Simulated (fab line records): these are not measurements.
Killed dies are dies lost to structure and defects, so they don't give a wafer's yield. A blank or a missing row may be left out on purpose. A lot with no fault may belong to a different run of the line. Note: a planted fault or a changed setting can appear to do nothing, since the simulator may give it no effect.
fab line records	flow gf180mcu
record lots=11	wafers=33	last-day=34
route steps=602 shown HV_LDD@231 M1@318
lots that met no fault: taken from a fault-free run of the same line
start-h: hours from the record's first day to the start of the lot's first wafer shown	wait-h: time in hours since the lot's previous step	" as in the row above	L1.1+2: a row that stands for several wafers	- no value, or no start given	* or withheld: withheld	< > ~ a bound
route shown NAME@n: names a module that has steps shown in the file, with the first one's number in the route	usual: mean and standard deviation over wafers with no fault	same: alike in all rows	chamber/n: place in a boat	sites: each site's reading	_std_site: standard deviation across them	_edge_site: mean of outer sites minus mean of inner sites	radius-mm: for every site, how far away it sits from the centre of the wafer	mask NAME#n: copy n	behind: the most recent tool/chamber to have shaped the wafer	hold: reason for holding the lot/hours on hold/outcome of the hold	device: whichever transistor did not switch (one of n, p or np)	end of line: tests run on the same wafers once the route is complete	where a step has no rows: the recipe by itself	killed: not the wafer's yield, but the dies lost to structure and defects at the first sort	map: dies across one wafer; x = killed, . = not, _ = none there
set.NAME: the setting that was run; set.NAME@STEP: the one run at that earlier step	model.NAME: the simulator's own value behind a step, which no gauge read
route steps across a sampled set of lots; one table per step, one row per wafer
services: the hour from which a tool's chamber was out of use, counted from the record's first day as start-h (under 0 if before that day), plus the number of hours and why
## steps
# step GF_HV_LDD_THK_MEAS_55
# recipe reads=SiO2_of_HV_LDD_CVD_54
# usual HV_LDD_CVD_54_THK=10.08/0.13
lot.wafer	tool	chamber	start-h	wait-h	HV_LDD_CVD_54_THK[nm]
L161.3	film-metro-02	-	287.66	0.0	10.03
L161.4	"	-	"	"	9.99
L161.6	"	-	"	"	9.98
L162.1	film-metro-04	-	290.19	0.0	10.01
L162.3	"	-	"	"	10.08
L162.5	"	-	"	"	10.13
L165.2	film-metro-02	-	316.69	0.0	10.13
L165.5	"	-	"	"	9.94
L165.6	"	-	"	"	10.22
L166.1	film-metro-03	-	325.64	0.0	9.92
L166.3	"	-	"	"	10.02
L166.5	"	-	"	"	9.95
L169.1	film-metro-02	-	347.66	0.0	9.94
L169.2	"	-	"	"	9.84
L169.5	"	-	"	"	9.82
L173.1	film-metro-02	-	378.34	0.0	10.00
L173.3	"	-	"	"	10.03
L173.4	"	-	"	"	10.07
L174.1	film-metro-04	-	391.43	0.0	10.27
L174.2	"	-	"	"	10.14
L174.6	"	-	"	"	10.01
L175.3	film-metro-02	-	395.60	0.0	10.18
L175.4	"	-	"	"	10.16
L175.6	"	-	"	"	10.09
L176.3	film-metro-02	-	405.99	0.0	10.20
L176.5	"	-	"	"	9.97
L176.6	"	-	"	"	10.08
L177.1	film-metro-03	-	411.72	0.0	10.21
L177.3	"	-	"	"	10.20
L177.4	"	-	"	"	10.21
L183.2	film-metro-04	-	457.53	0.0	10.23
L183.3	"	-	"	"	10.25
L183.4	"	-	"	"	10.36
# step GF_M1_SPUTTER_03
# recipe material=Ti	target-thk-nm=10	substrate-temp-c=300	chamber-pressure-pa=0.3	power-w=3000	time-s=6.7
# usual substrate-temp-c=300.02/0.18	throttle-valve-pct=29.4/0.9
lot.wafer	tool	chamber	start-h	wait-h	substrate-temp-c	throttle-valve-pct
L161.3	pvd-sputter-02	-	378.70	0.0	299.96	28.2
L161.4	"	-	"	"	299.83	29.8
L161.6	"	-	"	"	300.09	29.8
L162.1	pvd-sputter-03	-	383.52	0.0	299.76	29.4
L162.3	"	-	"	"	299.53	29.2
L162.5	"	-	"	"	299.74	29.1
L165.2	pvd-sputter-02	-	411.16	0.0	300.17	29.8
L165.5	"	-	"	"	300.11	28.0
L165.6	"	-	"	"	300.23	29.9
L166.1	pvd-sputter-02	-	420.11	0.0	299.70	29.9
L166.3	"	-	"	"	300.15	28.1
L166.5	"	-	"	"	299.69	30.0
L169.1	pvd-sputter-03	-	444.35	0.0	299.90	29.3
L169.2	"	-	"	"	300.11	29.1
L169.5	"	-	"	"	300.14	29.4
L173.1	pvd-sputter-02	-	479.39	0.0	299.97	30.0
L173.3	"	-	"	"	300.37	30.3
L173.4	"	-	"	"	300.17	28.1
L174.1	pvd-sputter-02	-	492.86	0.0	300.17	28.0
L174.2	"	-	"	"	300.15	29.8
L174.6	"	-	"	"	300.12	30.1
L175.3	pvd-sputter-03	-	498.50	0.0	300.12	29.3
L175.4	"	-	"	"	299.95	29.3
L175.6	"	-	"	"	300.18	29.2
L176.3	pvd-sputter-03	-	507.41	0.0	299.87	31.4
L176.5	"	-	"	"	300.09	28.8
L176.6	"	-	"	"	300.34	29.3
L177.1	pvd-sputter-02	-	513.56	0.0	299.95	29.8
L177.3	"	-	"	"	299.52	28.4
L177.4	"	-	"	"	300.50	29.9
L183.2	pvd-sputter-01	-	557.24	0.0	299.72	29.0
L183.3	"	-	"	"	300.02	29.6
L183.4	"	-	"	"	300.10	28.9
# step GF_M1_SPUTTER_04
# recipe material=TiN	target-thk-nm=50	power-w=6500	time-s=41.7	chamber-pressure-pa=0.4
# usual throttle-valve-pct=29.4/0.91
lot.wafer	tool	chamber	start-h	wait-h	throttle-valve-pct
L161.3	pvd-sputter-02	-	378.72	0.0	28.2
L161.4	"	-	"	"	29.4
L161.6	"	-	"	"	29.7
L162.1	pvd-sputter-03	-	383.54	0.0	29.4
L162.3	"	-	"	"	29.5
L162.5	"	-	"	"	29.1
L165.2	pvd-sputter-02	-	411.18	0.0	30.0
L165.5	"	-	"	"	28.2
L165.6	"	-	"	"	30.0
L166.1	pvd-sputter-02	-	420.13	0.0	29.9
L166.3	"	-	"	"	28.2
L166.5	"	-	"	"	30.1
L169.1	pvd-sputter-03	-	444.37	0.0	29.7
L169.2	"	-	"	"	28.9
L169.5	"	-	"	"	29.5
L173.1	pvd-sputter-02	-	479.41	0.0	29.9
L173.3	"	-	"	"	30.1
L173.4	"	-	"	"	28.1
L174.1	pvd-sputter-02	-	492.88	0.0	28.1
L174.2	"	-	"	"	29.6
L174.6	"	-	"	"	29.9
L175.3	pvd-sputter-03	-	498.52	0.0	29.4
L175.4	"	-	"	"	29.3
L175.6	"	-	"	"	29.6
L176.3	pvd-sputter-03	-	507.43	0.0	31.5
L176.5	"	-	"	"	29.0
L176.6	"	-	"	"	29.4
L177.1	pvd-sputter-02	-	513.58	0.0	29.7
L177.3	"	-	"	"	27.8
L177.4	"	-	"	"	29.9
L183.2	pvd-sputter-01	-	557.26	0.0	28.6
L183.3	"	-	"	"	29.2
L183.4	"	-	"	"	28.8
# step GF_M1_RS_MEAS_05
# recipe thk-meas-gauge=four-point-probe	reads=TiN_of_M1_SPUTTER_04+Ti_of_M1_SPUTTER_03+AlCu_of_M1_SPUTTER_02+TiN_of_M1_SPUTTER_01+Ti_of_M1_SPUTTER_00
# usual M1_ALCU_RS=0.0696/0.00073
lot.wafer	tool	chamber	start-h	wait-h	M1_ALCU_RS[ohm/sq]
L161.3	film-metro-04	-	378.80	0.1	0.0692
L161.4	"	-	"	"	0.0692
L161.6	"	-	"	"	0.0697
L162.1	film-metro-04	-	383.58	0.0	0.0699
L162.3	"	-	"	"	0.0694
L162.5	"	-	"	"	0.0698
L165.2	film-metro-04	-	411.24	0.0	0.0694
L165.5	"	-	"	"	0.0694
L165.6	"	-	"	"	0.0689
L166.1	film-metro-04	-	420.17	0.0	0.0695
L166.3	"	-	"	"	0.0699
L166.5	"	-	"	"	0.0699
L169.1	film-metro-04	-	444.41	0.0	0.0707
L169.2	"	-	"	"	0.0710
L169.5	"	-	"	"	0.0706
L173.1	film-metro-02	-	479.50	0.1	0.0691
L173.3	"	-	"	"	0.0687
L173.4	"	-	"	"	0.0692
L174.1	film-metro-04	-	492.92	0.0	0.0692
L174.2	"	-	"	"	0.0697
L174.6	"	-	"	"	0.0694
L175.3	film-metro-02	-	498.60	0.1	0.0691
L175.4	"	-	"	"	0.0692
L175.6	"	-	"	"	0.0690
L176.3	film-metro-02	-	507.51	0.1	0.0693
L176.5	"	-	"	"	0.0693
L176.6	"	-	"	"	0.0694
L177.1	film-metro-02	-	513.62	0.0	0.0692
L177.3	"	-	"	"	0.0692
L177.4	"	-	"	"	0.0699
L183.2	film-metro-01	-	557.32	0.0	0.0687
L183.3	"	-	"	"	0.0686
L183.4	"	-	"	"	0.0698
# step GF_M1_THK_MEAS_06
# recipe thk-meas-gauge=xrf	reads=AlCu_of_M1_SPUTTER_02
# usual M1_ALCU_THK=453/5.3
lot.wafer	tool	chamber	start-h	wait-h	M1_ALCU_THK[nm]
L161.3	film-metro-04	-	378.90	0.1	461
L161.4	"	-	"	"	459
L161.6	"	-	"	"	453
L162.1	film-metro-04	-	383.70	0.1	454
L162.3	"	-	"	"	458
L162.5	"	-	"	"	457
L165.2	film-metro-04	-	411.35	0.1	455
L165.5	"	-	"	"	456
L165.6	"	-	"	"	462
L166.1	film-metro-04	-	420.29	0.1	454
L166.3	"	-	"	"	454
L166.5	"	-	"	"	455
L169.1	film-metro-04	-	444.53	0.1	443
L169.2	"	-	"	"	442
L169.5	"	-	"	"	450
L173.1	film-metro-02	-	479.62	0.1	457
L173.3	"	-	"	"	459
L173.4	"	-	"	"	435
L174.1	film-metro-04	-	493.04	0.1	437
L174.2	"	-	"	"	457
L174.6	"	-	"	"	458
L175.3	film-metro-02	-	498.70	0.1	455
L175.4	"	-	"	"	457
L175.6	"	-	"	"	457
L176.3	film-metro-02	-	507.61	0.1	452
L176.5	"	-	"	"	453
L176.6	"	-	"	"	452
L177.1	film-metro-02	-	513.74	0.1	452
L177.3	"	-	"	"	432
L177.4	"	-	"	"	451
L183.2	film-metro-01	-	557.43	0.1	461
L183.3	"	-	"	"	462
L183.4	"	-	"	"	451
# step GF_M1_METAL_ETCH_16
# recipe chemistry=Cl2/BCl3	mask-material=KrF	target-depth-nm=627.5	stop-on=SiO2	pressure-mtorr=8	icp-w=800	bias-w=140	Cl2_flow_sccm=80	bcl3-flow-sccm=40	time-s=104.6
# usual chamber-pressure-mTorr=8.000/0.0075	drypump-motor-current-A=5.69/0.18	oes-product-au=0.972/0.0064	rf-fwd-power-W=796.4/2.7	throttle-valve-pct=28.251/0.0099
lot.wafer	tool	chamber	start-h	wait-h	chamber-pressure-mTorr	drypump-motor-current-A	oes-product-au	rf-fwd-power-W	rf-hours-counter-h	throttle-valve-pct
L161.3	rie-metal-03	0	401.99	0.1	8.002	5.54	0.980	798.5	-	28.229
L161.4	"	1	"	"	7.988	5.47	0.978	797.6	-	28.243
L161.6	"	1	"	"	8.005	5.47	0.975	795.2	-	28.247
L162.1	rie-metal-01	0	405.70	0.0	8.014	5.86	0.966	793.9	7	28.250
L162.3	"	0	"	"	7.992	5.85	0.974	793.0	-	28.264
L162.5	"	0	"	"	7.993	5.86	0.971	798.2	-	28.258
L165.2	rie-metal-03	1	434.86	0.0	7.994	5.46	0.977	798.5	3	28.241
L165.5	"	1	"	"	7.994	5.46	0.980	798.5	-	28.261
L165.6	"	0	"	"	7.987	5.58	0.980	798.4	-	28.235
L166.1	rie-metal-03	1	444.36	0.0	7.986	5.48	0.974	798.6	3	28.253
L166.3	"	0	"	"	7.983	5.61	0.969	798.1	-	28.246
L166.5	"	1	"	"	8.007	5.49	0.971	798.2	-	28.265
L169.1	rie-metal-03	0	468.60	0.0	8.001	5.55	0.968	797.7	2	28.255
L169.2	"	1	"	"	8.011	5.49	0.969	793.3	3	28.249
L169.5	"	0	"	"	8.010	5.59	0.966	799.8	-	28.248
L173.1	rie-metal-04	1	502.95	0.0	7.998	5.82	0.978	793.5	10	28.238
L173.3	"	1	"	"	8.006	5.83	0.974	796.2	-	28.231
L173.4	"	0	"	"	8.015	5.91	0.991	795.4	-	28.226
L174.1	rie-metal-03	0	516.71	0.0	8.004	5.62	0.989	797.8	3	28.227
L174.2	"	1	"	"	8.003	5.47	0.977	795.9	5	28.244
L174.6	"	1	"	"	7.993	5.48	0.972	797.4	-	28.253
L175.3	rie-metal-01	1	522.84	0.1	8.001	5.90	0.975	792.5	-	28.241
L175.4	"	0	"	"	7.992	5.89	0.977	799.6	-	28.242
L175.6	"	0	"	"	7.994	5.86	0.970	797.6	-	28.243
L176.3	rie-metal-04	0	531.04	0.1	7.985	5.92	0.980	790.6	-	28.241
L176.5	"	0	"	"	8.004	5.88	0.973	789.8	-	28.253
L176.6	"	1	"	"	8.006	5.85	0.977	799.9	-	28.257
L177.1	rie-metal-04	1	536.50	0.0	7.988	5.84	0.978	793.7	11	28.268
L177.3	"	0	"	"	7.984	5.92	0.990	792.5	-	28.221
L177.4	"	1	"	"	8.002	5.83	0.970	797.9	-	28.264
L183.2	rie-metal-03	0	579.65	0.0	7.998	5.57	0.962	798.3	4	28.244
L183.3	"	1	"	"	8.001	5.48	0.981	794.8	-	28.251
L183.4	"	0	"	"	7.988	5.57	0.975	796.9	-	28.248
## services
tool	chamber	start-h	hours	kind
pvd-sputter-02	-	358.39	5.0	repair
rie-metal-03	0	364.02	-	clean
rie-metal-03	0	364.02	20.0	scheduled-down
rie-metal-03	0	364.02	20.0	vent-cycle
rie-metal-04	0	366.44	-	clean
rie-metal-04	0	366.44	15.9	scheduled-down
rie-metal-04	0	366.44	15.9	vent-cycle
rie-metal-01	-	407.39	2.8	pm
pvd-sputter-03	-	412.27	4.3	repair
pvd-sputter-01	3	412.46	-	consumable-replace:kit
pvd-sputter-01	3	412.46	18.0	scheduled-down
pvd-sputter-01	3	412.46	18.0	vent-cycle
rie-metal-03	-	423.84	0.8	repair
pvd-sputter-02	0	440.16	-	consumable-replace:kit
pvd-sputter-02	0	440.16	18.0	scheduled-down
pvd-sputter-02	0	440.16	18.0	vent-cycle
pvd-sputter-01	-	462.64	4.6	repair
pvd-sputter-01	-	476.17	3.9	repair
rie-metal-03	0	523.39	3.4	repair
rie-metal-04	1	543.56	-	clean
rie-metal-04	1	543.56	33.1	scheduled-down
rie-metal-04	1	543.56	33.1	vent-cycle
pvd-sputter-02	-	562.78	9.5	repair
pvd-sputter-01	2	576.52	-	consumable-replace:kit
## key
first-sign step=GF_M1_THK_MEAS_06	reading=M1_ALCU_THK	direction=down	sigmas=3.6	usual=453	struck=435
effect step=GF_M1_METAL_ETCH_16	reading=oes-product-au	direction=up	sigmas=2.8	usual=0.972	struck=0.990
met-at GF_M1_SPUTTER_04
struck-lots L173,L174,L177
struck-wafers L173.4,L174.1,L177.3
not-acting-at GF_HV_LDD_THK_MEAS_55,GF_M1_SPUTTER_03,GF_M1_RS_MEAS_05
onset-between 420.13 479.41
fault kind=process-parameter-drift	tool=pvd-sputter-02	chamber=-	onset-h=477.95	steps=GF_M1_SPUTTER_04	channel=time-s	offset=*	shape=step	end-h=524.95	acts-in=*	stated=*	scope=struck-wafers-only
